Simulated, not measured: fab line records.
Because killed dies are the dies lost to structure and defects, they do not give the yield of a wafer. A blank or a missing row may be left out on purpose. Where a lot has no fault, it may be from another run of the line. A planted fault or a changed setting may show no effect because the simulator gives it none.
Code-filled problem report in 8D (eight disciplines) form -- flow sfq line -- the parts of the form that need people (team, actions taken, sign-off) are left out

## 1. THE PROBLEM
Mean L0_MONX_KI_RS at SFQ_L0_RS_MEAS_901: 46.0 ohm/sq over 5 wafers in 4 lots; fault-free wafers: 43.7 ohm/sq, standard deviation 0.42. That puts it +5.6 standard deviations away from the usual mean.
The step: measures by four-point-probe.
First observed at day 4 20:34: wafer L957.2, on film metro-01. At this step, 48 wafers from 16 lots have a number in the record. Rule for "out", or "out of limits": more than 4 standard deviations from the usual mean. Any other wafer with a number is counted as sound.

## 2. WHAT IT IS, AND WHAT IT ISN'T
question,is,is not
which readings at this step,L0_MONX_KI_RS,-
which lots,"L957, L960, L962, L963","L941, L943, L950, L951, L952, L953, L954, L956, L958, L959, L961, L964"
which wafers of those lots,"L957.2, L957.6, L960.2, L962.3, L963.6","L957.1, L960.1, L960.5, L962.2, L962.4, L963.3, L963.4"
read on which gauges,"film metro-01, film metro-02, film metro-04",-
when,from day 4 20:34,"up to then (25 sound wafers); but 18 sound wafers of L958, L959, L960, L961, L962, L963, L964 came after"

## 3. SUSPECTS, AND WHAT RULES EACH OUT
Counting: any tool at a process step up to the reading remains a suspect provided it ran every lot that is out. Sound lots after the first of them don't rule it out here, since some wafers of a struck lot are sound.
- the gauge at SFQ_L0_RS_MEAS_901 is ruled out. Those wafers that are out were read across 3 gauges (film metro-01, film metro-02, film metro-04).
- pvd sputter-05 at SFQ_TRILAYER_L0_DEP_SPUTTER_003 (material MoNx KI, target thk 40 nm, time 100 s): kept. Ran every lot that is out, first one L957 (day 4 20:29); last sound lot up to then L956 (day 4 15:29).
Left after counting: pvd sputter-05 at SFQ_TRILAYER_L0_DEP_SPUTTER_003.

## 4. THE CAUSE (what the simulator had put in)
Site profile drift: pvd sputter-05, from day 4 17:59 on, at SFQ_TRILAYER_L0_DEP_SPUTTER_003. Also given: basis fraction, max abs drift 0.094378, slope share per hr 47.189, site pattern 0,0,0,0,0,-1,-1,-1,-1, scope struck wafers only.
After counting, this tool was the only one left.

## 5. SEQUENCE OF EFFECTS, ordered by route
Each row: a reading whose mean over the struck wafers that have a number lies more than 3 standard deviations from the usual. Only readings whose record carries a usual standard deviation are examined. hours: median over the lots of the time between each lot's start at the first step of this table that gives one and its start at this step. sigmas: the change, counted in usual standard deviations.
hours,step,reading,usual,on struck wafers,change,sigmas
0,SFQ_L0_RS_MEAS_901,L0_MONX_KI_RS,43.7 ohm/sq,46.0,+2.3,+5.6
0,SFQ_L0_THK_MEAS_902,L0_MONX_KI_THK,39.3 nm,37.3,-2.0,-4.6
86,SFQ_TRILAYER_L0_ETCH_METAL_ETCH_008,oes product au,0.871 a.u.,0.844,-0.027,-4.4
Here are the process steps it includes:
- SFQ_TRILAYER_L0_ETCH_METAL_ETCH_008: etches MoNx KI in SF6/O2, stops on SiO2, target depth 50 nm, time 25 s.

## 6. HOW IT WOULD HAVE BEEN CAUGHT EARLIER
The first out-of-limits reading at a measuring or inspecting step in this record came at day 4 20:34, 3 hours after the fault's start at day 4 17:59.
An alarm limit of 4 standard deviations would not have fired on the tool readings at SFQ_TRILAYER_L0_DEP_SPUTTER_003 for which the record gives a usual standard deviation, since none of them was out on any struck wafer.
L960, L962, L963, from the lots that are out (4), started SFQ_TRILAYER_L0_DEP_SPUTTER_003 on pvd sputter-05 later than day 4 20:34. A hold on the tool at that time would have spared those 3.
